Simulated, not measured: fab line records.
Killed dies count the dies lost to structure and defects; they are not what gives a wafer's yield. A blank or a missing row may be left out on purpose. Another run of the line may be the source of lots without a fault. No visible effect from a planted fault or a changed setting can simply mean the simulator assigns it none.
Chamber matching -- flow sfq-line -- SFQ_TRILAYER_I1_CMP_CMP_046 on cmp-02: 4 sister chambers
The step polishes SiO2. 4 wafers are shown with their chamber, then 8 later ones without.

EACH WAFER AND ITS CHAMBER
wafer,chamber,motor-current-A (A)
L411.5,0,9.7
L424.5,1,11.6
L424.6,2,10.2
L426.3,3,12.1

WAFERS WITH NO CHAMBER GIVEN
wafer,motor-current-A (A)
L426.2,9.8
L426.4,11.2
L430.3,11.2
L430.5,10.2
L430.6,12.3
L431.4,10.4
L431.5,12.1
L431.6,10.3

THE CHAMBER EACH PASSED THROUGH
wafer,from the rows above,in truth
L426.2,can't be placed: 0 or 2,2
L426.4,1,1
L430.3,1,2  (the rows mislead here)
L430.5,2,2
L430.6,3,3
L431.4,2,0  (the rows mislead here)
L431.5,3,3
L431.6,2,2
Correct placement for 5 of the 8. Unplaceable from these rows: 1, with the true chamber sitting among the candidates in 1. Number placed wrongly: 2.
How it was worked out, from the rows above alone: a wafer's distance from a chamber is the root of the sum, over the readings, of the square of ((its reading less the chamber's mean) divided by the reading's scatter). If the next closest chamber is less than 2 further off than the closest, the wafer can't be placed; otherwise it belongs to the closest. The mean given for a chamber averages the wafers shown for that chamber. The scatter: root of mean squared gap, hidden wafer to nearest shown wafer, with one shown wafer a chamber.
